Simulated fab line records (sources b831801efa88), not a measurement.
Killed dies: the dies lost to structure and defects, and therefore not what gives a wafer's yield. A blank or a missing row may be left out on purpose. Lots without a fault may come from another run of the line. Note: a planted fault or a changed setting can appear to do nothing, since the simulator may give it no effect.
fab line records    flow sky130
record: lots: 6  wafers: 18  lastDay: 50
route steps=708 shown VT_ADJUST_LVTN@102 PAD_OPEN@708
lots that met no fault: taken from a fault-free run of the same line
startH: hours from the record's first day to the start of the lot's first wafer shown    waitH: hours from the lot's prior step to this one    " same as the row above    L1.1+2: a single row standing in for several wafers    - no value, or no start given    * or withheld: withheld    < > ~ a bound
route shown NAME@n: names a module that has steps shown in the file, with the first one's number in the route    usual: average and standard deviation across the fault-free wafers    same: alike in all rows    chamber/n: place in a boat    sites: the reading at each site    _std_site: the standard deviation of these    _edge_site: outer sites' mean less inner sites'    radiusMm: for every site, how far away it sits from the centre of the wafer    mask NAME#n: copy n    behind: tool/chamber where the wafer was last shaped    hold: what put the lot on hold/how long, in hours/how the hold closed    device: names the non-switching transistor (n, p or np)    end of line: the route-end tests of the same wafers    a step without rows: its recipe alone    killed: not the wafer's yield, but the dies lost to structure and defects at the first sort    map: per-die view of a wafer (x killed, . not killed, _ where there is no die)
set.NAME: the setting that was run; set.NAME@STEP: the one run at that earlier step    model.NAME: the simulator's own value behind a step, which no gauge read
lots at selected steps of the route; one table per step, one row per wafer
services: from which hour (startH, from the record's first day; less than 0 if before it) a tool's chamber was out of use, for how many hours, and why
== steps ==
step: SKY_VT_ADJUST_LVTN_PEB_05
recipe: tempC: 115  timeS: withheld
step: SKY_VT_ADJUST_LVTN_DEVELOP_06
recipe: wallAngleDeg: 90  developer: TMAH  developTimeS: 60  devTempC: 23
step: SKY_VT_ADJUST_LVTN_OVL_MEAS_07
usual: VT_ADJUST_LVTN_OVL: 0.1/1.2
lot.wafer  tool        chamber  startH  waitH  VT_ADJUST_LVTN_OVL[nm]
L645.1     overlay-02  -        195.37  -      -1.3
L645.4     "           -        "       "      -0.6
L645.5     "           -        "       "      0.2
L648.2     overlay-02  -        215.66  -      0.9
L648.4     "           -        "       "      0.4
L648.5     "           -        "       "      2.1
L654.1     overlay-02  -        256.27  -      0.0
L654.3     "           -        "       "      -0.2
L654.6     "           -        "       "      0.7
L656.1     overlay-02  -        264.62  -      2.1
L656.4     "           -        "       "      1.0
L656.6     "           -        "       "      -0.1
L657.3     overlay-01  -        274.12  -      2.4
L657.4     "           -        "       "      0.1
L657.5     "           -        "       "      -0.1
L660.1     overlay-01  -        292.42  -      1.3
L660.2     "           -        "       "      0.5
L660.6     "           -        "       "      1.0
step: SKY_VT_ADJUST_LVTN_IMPLANT_08
recipe: species: B  energyKev: 30  doseCm2: 1.57e+12  tiltDeg: withheld
step: SKY_VT_ADJUST_LVTN_STRIP_09
recipe: chemistry: O2/N2  powerW: 1400  pressureMtorr: 1500  platenTempC: withheld  o2FlowSccm: 3000  n2FlowSccm: 300  overashFraction: 0.5
usual: drypumpMotorCurrentA: 5.6/0.34  oesProductAu: 0.723/0.0052  stripTimeToEndpointS: 36.88/0.11
lot.wafer  tool            chamber  startH  waitH  drypumpMotorCurrentA  oesProductAu  rfHoursCounterH  stripTimeToEndpointS
L645.1     plasmaAsher-03  0        195.56  0.1    5.6                   0.713         52               36.87
L645.4     "               0        "       "      5.6                   0.722         -                37.04
L645.5     "               1        "       "      5.1                   0.718         -                36.97
L648.2     plasmaAsher-02  0        215.84  0.1    5.4                   0.719         54               37.00
L648.4     "               1        "       "      6.0                   0.727         -                36.92
L648.5     "               0        "       "      5.4                   0.724         -                37.15
L654.1     plasmaAsher-03  0        256.46  0.1    5.6                   0.725         58               36.92
L654.3     "               0        "       "      5.6                   0.734         -                36.92
L654.6     "               0        "       "      5.6                   0.725         -                36.83
L656.1     plasmaAsher-02  1        264.81  0.1    6.1                   0.717         60               36.95
L656.4     "               0        "       "      5.4                   0.726         -                36.96
L656.6     "               1        "       "      6.1                   0.717         -                37.00
L657.3     plasmaAsher-02  1        274.33  0.1    6.1                   0.725         -                36.89
L657.4     "               0        "       "      5.4                   0.720         -                36.74
L657.5     "               0        "       "      5.4                   0.715         -                36.89
L660.1     plasmaAsher-02  1        292.61  0.1    6.0                   0.722         63               36.86
L660.2     "               0        "       "      5.4                   0.721         63               36.83
L660.6     "               0        "       "      5.4                   0.726         -                36.96
step: SKY_VT_ADJUST_LVTN_TW_MEAS_10
usual: VT_ADJUST_LVTN_TW: 241.4/1.5
lot.wafer  tool          chamber  startH  waitH  VT_ADJUST_LVTN_TW
L645.1     filmMetro-02  -        195.66  0.1    240.8
L645.4     "             -        "       "      241.0
L645.5     "             -        "       "      241.2
L648.2     filmMetro-04  -        215.95  0.1    239.9
L648.4     "             -        "       "      240.4
L648.5     "             -        "       "      241.6
L654.1     filmMetro-04  -        256.56  0.1    243.5
L654.3     "             -        "       "      241.2
L654.6     "             -        "       "      241.3
L656.1     filmMetro-04  -        264.91  0.1    244.4
L656.4     "             -        "       "      241.8
L656.6     "             -        "       "      242.4
L657.3     filmMetro-03  -        274.41  0.1    243.8
L657.4     "             -        "       "      244.8
L657.5     "             -        "       "      243.5
L660.1     filmMetro-03  -        292.71  0.1    242.9
L660.2     "             -        "       "      243.2
L660.6     "             -        "       "      242.9
step: SKY_VT_ADJUST_LVTN_DEHYDRATE_11
recipe: tempC: 200  timeS: 60
step: SKY_VT_ADJUST_LVTN_HMDS_12
recipe: primeTimeS: 60  primeTempC: 120
step: SKY_VT_ADJUST_LVTN_COAT_13
recipe: resist: NOVOLAK  spinRpm: 3000  resistThkNm: 1140
step: SKY_VT_ADJUST_LVTN_SOFTBAKE_14
recipe: tempC: 90  timeS: 60  resist: NOVOLAK
step: SKY_VT_ADJUST_LVTN_EXPOSE_15
recipe: maskId: HVN_STD_DERIVED  na: 0.6  sourceShape: conventional  sigmaOuter: 0.6  polarization: unpolarized  targetCdNm: 600  doseMj: 163
step: SKY_VT_ADJUST_LVTN_PEB_16
recipe: tempC: withheld  timeS: *  resist: NOVOLAK
step: SKY_VT_ADJUST_LVTN_DEVELOP_17
recipe: resist: NOVOLAK  developer: TMAH  developTimeS: 60  devTempC: 23
usual: developerTempC: 23.02/0.095  resistLineTempC: 22.99/0.11
lot.wafer  tool           chamber  startH  waitH  developerTempC  resistLineTempC
L645.1     lithoTrack-02  0        217.42  0.1    23.16           22.97
L645.4     "              0        "       "      23.04           22.87
L645.5     "              0        "       "      23.00           23.08
L648.2     lithoTrack-01  0        238.45  0.1    22.84           23.07
L648.4     "              0        "       "      22.95           22.98
L648.5     "              0        "       "      22.83           23.08
L654.1     lithoTrack-02  0        280.72  0.1    23.13           23.13
L654.3     "              0        "       "      23.04           23.02
L654.6     "              0        "       "      23.06           23.14
L656.1     lithoTrack-01  0        289.17  0.1    25.44           23.20
L656.4     "              0        "       "      25.13           23.07
L656.6     "              0        "       "      25.42           23.01
L657.3     lithoTrack-01  0        299.22  0.1    25.19           23.06
L657.4     "              0        "       "      25.33           23.14
L657.5     "              0        "       "      25.47           23.13
L660.1     lithoTrack-03  0        318.91  0.1    22.95           22.93
L660.2     "              0        "       "      22.94           22.84
L660.6     "              0        "       "      22.98           22.86
step: SKY_VT_ADJUST_LVTN_OVL_MEAS_18
usual: VT_ADJUST_LVTN_01_OVL: 0.4/1.1
lot.wafer  tool        chamber  startH  waitH  VT_ADJUST_LVTN_01_OVL[nm]
L645.1     overlay-02  -        217.57  0.1    -1.0
L645.4     "           -        "       "      -1.1
L645.5     "           -        "       "      -1.7
L648.2     overlay-02  -        238.58  0.1    0.5
L648.4     "           -        "       "      -1.0
L648.5     "           -        "       "      -0.8
L654.1     overlay-01  -        280.87  0.1    1.0
L654.3     "           -        "       "      0.9
L654.6     "           -        "       "      1.1
L656.1     overlay-01  -        289.32  0.1    1.2
L656.4     "           -        "       "      0.4
L656.6     "           -        "       "      0.7
L657.3     overlay-02  -        299.33  0.1    2.6
L657.4     "           -        "       "      1.6
L657.5     "           -        "       "      2.3
L660.1     overlay-02  -        319.06  0.1    0.7
L660.2     "           -        "       "      1.0
L660.6     "           -        "       "      0.8
step: SKY_PAD_OPEN_PROBE_99
usual: killed_at_M0_to_M3: 42/7.2  killed_at_M4_up: 3.5/1.8  killedAtContacts: 25/5.7  killedAtFrontEnd: 16/4.6  killedAtOther: 0.2/0.41  killedDies: 86/9.3  killedOpen: 47/6.3  killedShort: 39/5.9
same: grossDies: 492  killedAtBackSide: 0
lot.wafer  tool       chamber  startH   waitH  killed_at_M0_to_M3  killed_at_M4_up  killedAtContacts  killedAtFrontEnd  killedAtOther  killedDies  killedOpen  killedShort
L648.2     prober-02  -        1146.54  0.1    33                  3                22                12                0              70          37          33
L648.4     prober-02  -        1146.64  0.2    32                  2                20                16                0              70          37          33
L648.5     prober-02  -        1146.69  0.2    34                  0                31                12                0              77          38          39
L654.1     prober-02  -        1176.93  0.1    32                  5                21                8                 1              67          34          33
L654.3     prober-02  -        1177.03  0.2    40                  3                20                15                0              78          44          34
L654.6     prober-02  -        1177.18  0.2    46                  6                22                15                0              89          45          44
L660.1     prober-02  -        1200.62  0.1    29                  3                19                11                0              62          38          24
L660.2     prober-02  -        1200.67  0.1    28                  4                26                14                0              72          42          30
L660.6     prober-02  -        1200.87  0.2    18                  4                22                16                0              60          34          26
killed by level:class
L648.2 CONTACT:geometricParticle:open=8 VIA3:geometricParticle:open=7 CONTACT:geometricParticle:short=6 VIA2:geometricParticle:open=6 METAL1:geometricParticle:short=4 VIA1:geometricParticle:open=4 METAL2:geometricParticle:short=4 POLY_GATE:geometricParticle:open=3
L648.4 CONTACT:geometricParticle:open=9 METAL2:geometricParticle:short=7 CONTACT:geometricParticle:short=6 VIA1:geometricParticle:open=5 VIA3:geometricParticle:open=5 FIELD_ISO:geometricParticle:short=4 POLY_GATE:geometricParticle:open=4 LI_CONTACT:geometricParticle:open=4
L648.5 CONTACT:geometricParticle:open=11 FIELD_ISO:geometricParticle:short=6 VIA1:geometricParticle:open=6 LI_CONTACT:geometricParticle:short=5 LI_CONTACT:geometricParticle:open=5 METAL2:geometricParticle:short=5 LOCAL_INTERCONNECT:geometricParticle:short=4 CONTACT:geometricParticle:short=4
L654.1 VIA1:geometricParticle:open=10 CONTACT:geometricParticle:short=7 CONTACT:geometricParticle:open=5 METAL4:geometricParticle:short=5 FIELD_ISO:geometricParticle:short=4 LI_CONTACT:geometricParticle:open=4 VIA3:geometricParticle:open=4 VIA2:geometricParticle:open=3
L654.3 CONTACT:geometricParticle:open=9 VIA3:geometricParticle:open=9 METAL1:geometricParticle:short=7 VIA2:geometricParticle:open=6 LI_CONTACT:geometricParticle:open=5 FIELD_ISO:geometricParticle:open=4 VIA2:geometricParticle:short=4 VIA1:geometricParticle:open=4
L654.6 VIA2:geometricParticle:open=10 VIA3:geometricParticle:open=9 METAL2:geometricParticle:short=8 CONTACT:geometricParticle:open=8 FIELD_ISO:geometricParticle:short=6 POLY_GATE:geometricParticle:open=6 METAL4:geometricParticle:short=5 LI_CONTACT:geometricParticle:open=4
L660.1 VIA1:geometricParticle:open=8 LI_CONTACT:geometricParticle:open=7 CONTACT:geometricParticle:open=5 VIA3:geometricParticle:open=5 FIELD_ISO:geometricParticle:open=4 POLY_GATE:geometricParticle:open=4 LI_CONTACT:geometricParticle:short=4 VIA2:geometricParticle:open=4
L660.2 VIA2:geometricParticle:open=9 LI_CONTACT:geometricParticle:open=8 CONTACT:geometricParticle:short=8 VIA1:geometricParticle:open=8 CONTACT:geometricParticle:open=7 POLY_GATE:geometricParticle:short=6 METAL1:geometricParticle:short=5 FIELD_ISO:geometricParticle:short=4
L660.6 VIA3:geometricParticle:open=7 LI_CONTACT:geometricParticle:open=6 CONTACT:geometricParticle:open=6 FIELD_ISO:geometricParticle:open=4 POLY_GATE:geometricParticle:short=4 LOCAL_INTERCONNECT:geometricParticle:short=4 METAL4:geometricParticle:short=4 LI_CONTACT:geometricParticle:short=3
== services ==
tool            chamber  startH  hours  kind
plasmaAsher-03  -        188.70  0.5    repair
plasmaAsher-03  -        197.39  1.3    repair
plasmaAsher-03  -        227.62  7.7    repair
== key ==
firstSign: step: SKY_VT_ADJUST_LVTN_DEVELOP_17  reading: developerTempC  direction: up  sigmas: 24  usual: *  struck: *
effect none on later readings
metAt SKY_VT_ADJUST_LVTN_DEVELOP_17
struckWafers L656.1,L656.4,L656.6,L657.3,L657.4,L657.5
testerLeftOut L656,L657
onsetBetween 238.45 289.17
fault: kind: processParameterDrift  tool: lithoTrack-01  chamber: -  onsetH: 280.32  steps: SKY_VT_ADJUST_LVTN_DEVELOP_17  channel: devTempC  offset: *  shape: step  endH: 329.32  actsIn: *  stated: *
testerLeftOut: of these lots the tester's yield and bins aren't shown, on N5 and GAA mostly nor the transistor test; their killed dies are dies lost to structure and defects alone, not to doping, threshold or leakage, so they don't give the yield
